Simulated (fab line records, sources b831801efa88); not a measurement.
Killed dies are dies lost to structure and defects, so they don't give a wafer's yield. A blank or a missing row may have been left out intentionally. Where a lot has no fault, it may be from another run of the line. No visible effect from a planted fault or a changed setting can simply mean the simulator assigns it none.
Problem report in the 8D (eight disciplines) form, filled by code / flow sky130 / the parts of the form that need people (team, actions taken, sign-off) are left out

1. THE ISSUE
VIA4_HDPCVD_THK at SKY_VIA4_THK_MEAS_01 reads a mean of 2389 nm on 1 wafer of 1 lot; wafers without a fault read 1753 nm with a standard deviation of 15. Relative to the usual mean, that is a shift of +42 standard deviations.
Earliest sighting: wafer L102.5 on film metro-04 at day 46 03:50. Wafers with a number at this step in the record: 33, from 11 lots. Rule for "out", or "out of limits": more than 4 standard deviations from the usual mean. The other wafers with a number count as sound.

2. WHAT THIS IS AND IS NOT
question=which readings at this step | is=VIA4_HDPCVD_THK | is not=-
question=which lots | is=L102 | is not=L104, L105, L109, L986, L987, L988, L991, L992, L994, L995
question=which wafers of those lots | is=L102.5 | is not=L102.1, L102.2
question=read on which gauges | is=film metro-04 | is not=film metro-01, film metro-03
question=when | is=from day 46 03:50 | is not=up to then (23 sound wafers); but 9 sound wafers of L104, L105, L109 came after

3. THE SUSPECTS, EACH WITH WHAT RULES IT OUT
Counting: if a tool at a process step up to the reading ran every lot that is out, it stays a suspect. Sound lots after the first of them don't rule it out here, since some wafers of a struck lot are sound.
- the gauge at SKY_VIA4_THK_MEAS_01: kept. All the wafers that are out were read on film metro-04, and no step on other tools shows them out.
- pecvd-04 at SKY_CAPM_CVD_00 (deposits SiO2, target thk 15.5 nm): kept. It processed L102, the lot that is out, at day 41 06:26, and its most recent sound lot before then was L994 at day 39 02:17.
- plasma asher-02 at SKY_METAL4_STRIP_19 (strips in O2/N2): kept. It processed L102, the lot that is out, at day 46 03:04, and its most recent sound lot before then was L988 at day 42 02:14.
- hdpcvd-01 at SKY_VIA4_HDPCVD_00 (deposits SiO2, target thk 1750 nm, time 291.7 s): kept. It processed L102, the lot that is out, at day 46 03:40, and its most recent sound lot before then was L992 at day 44 06:58.
- Within pecvd-04 at SKY_CAPM_CVD_00: the wafers that are out ran in chamber 1; their sound lot-mates ran in chambers 0, 2.
Left after counting: pecvd-04 at SKY_CAPM_CVD_00, plasma asher-02 at SKY_METAL4_STRIP_19, hdpcvd-01 at SKY_VIA4_HDPCVD_00, film metro-04 at SKY_VIA4_THK_MEAS_01.

4. THE CAUSE (what the simulator had put in)
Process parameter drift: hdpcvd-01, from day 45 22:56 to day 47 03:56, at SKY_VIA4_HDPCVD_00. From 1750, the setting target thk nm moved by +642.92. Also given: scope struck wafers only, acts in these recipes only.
Counting leaves 4 suspects; this tool is one of them.

5. THE CHAIN OF EFFECTS, in route order
Rows list readings where the struck wafers' mean (over those with a number) sits beyond 3 standard deviations from the usual. Readings are gone through only where the record gives a usual standard deviation; hours: the median, over the lots, of the time from a lot's start at the first step in this table giving one to that lot's start at this step; sigmas: the change measured in usual standard deviations.
hours=0; step=SKY_VIA4_THK_MEAS_01; reading=VIA4_HDPCVD_THK; usual=1753 nm; on struck wafers=2389; change=+636; sigmas=+42

6. HOW IT WOULD HAVE BEEN CAUGHT EARLIER
The first out-of-limits reading at a measuring or inspecting step in this record came at day 46 03:50, 5 hours after the fault's start at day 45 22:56.
No tool reading at SKY_VIA4_HDPCVD_00 that has a usual standard deviation in the record was out on any struck wafer, so an alarm limit of 4 standard deviations on those readings would not have fired.
All the lots that are out (1) had begun SKY_VIA4_HDPCVD_00 on hdpcvd-01 by day 46 03:50. Had the tool been put on hold then, not one of them would have been saved.
